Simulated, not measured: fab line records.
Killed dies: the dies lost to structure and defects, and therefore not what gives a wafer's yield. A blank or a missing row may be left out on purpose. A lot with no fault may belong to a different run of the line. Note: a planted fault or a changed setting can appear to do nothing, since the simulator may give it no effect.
Matching of chambers || flow gf180mcu || GF_V1_CMP_04 on cmp-01: 4 sister chambers
The step polishes SiO2. 8 wafers are shown with their chamber, then 7 later ones without.

WAFERS PAIRED WITH THEIR CHAMBERS
{"wafer": "L542.2", "chamber": 0, "motorCurrentA (A)": 13.5, "timeToEndpointS (s)": 68}
{"wafer": "L549.4", "chamber": 3, "motorCurrentA (A)": 14.0, "timeToEndpointS (s)": 85}
{"wafer": "L549.5", "chamber": 2, "motorCurrentA (A)": 11.8, "timeToEndpointS (s)": 76}
{"wafer": "L555.2", "chamber": 2, "motorCurrentA (A)": 12.3, "timeToEndpointS (s)": 74}
{"wafer": "L555.5", "chamber": 0, "motorCurrentA (A)": 13.6, "timeToEndpointS (s)": 82}
{"wafer": "L555.6", "chamber": 1, "motorCurrentA (A)": 11.1, "timeToEndpointS (s)": 83}
{"wafer": "L557.2", "chamber": 1, "motorCurrentA (A)": 10.9, "timeToEndpointS (s)": 88}
{"wafer": "L557.3", "chamber": 3, "motorCurrentA (A)": 13.1, "timeToEndpointS (s)": 82}

WAFERS WHOSE CHAMBER IS MISSING
{"wafer": "L557.5", "motorCurrentA (A)": 11.2, "timeToEndpointS (s)": 85}
{"wafer": "L558.2", "motorCurrentA (A)": 14.0, "timeToEndpointS (s)": 77}
{"wafer": "L558.3", "motorCurrentA (A)": 13.6, "timeToEndpointS (s)": 79}
{"wafer": "L558.6", "motorCurrentA (A)": 13.5, "timeToEndpointS (s)": 82}
{"wafer": "L560.2", "motorCurrentA (A)": 13.3, "timeToEndpointS (s)": 85}
{"wafer": "L560.3", "motorCurrentA (A)": 11.3, "timeToEndpointS (s)": 86}
{"wafer": "L560.6", "motorCurrentA (A)": 10.9, "timeToEndpointS (s)": 85}

CHAMBER TAKEN BY EACH
{"wafer": "L557.5", "from the rows above": 1, "in truth": 1}
{"wafer": "L558.2", "from the rows above": "can't be placed: 0 or 3", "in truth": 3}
{"wafer": "L558.3", "from the rows above": "can't be placed: 0 or 3", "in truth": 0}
{"wafer": "L558.6", "from the rows above": "can't be placed: 3 or 0", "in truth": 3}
{"wafer": "L560.2", "from the rows above": "can't be placed: 3 or 0", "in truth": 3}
{"wafer": "L560.3", "from the rows above": 1, "in truth": 1}
{"wafer": "L560.6", "from the rows above": 1, "in truth": 1}
Placed correctly: 3 of 7. Not placeable from these rows: 4 (in 4, the candidates include the true chamber). Number placed wrongly: 0.
How it was worked out, from the rows above alone: a wafer's distance from a chamber is the root of the sum, over the readings, of the square of ((its reading less the chamber's mean) divided by the reading's scatter). If the next closest chamber is less than 2 further off than the closest, the wafer can't be placed; otherwise it belongs to the closest. Each chamber's mean is taken over the wafers shown for it. The scatter is the square root of a quotient: the sum, over the shown wafers, of each reading's squared deviation from its chamber's mean, divided by wafers minus chambers.
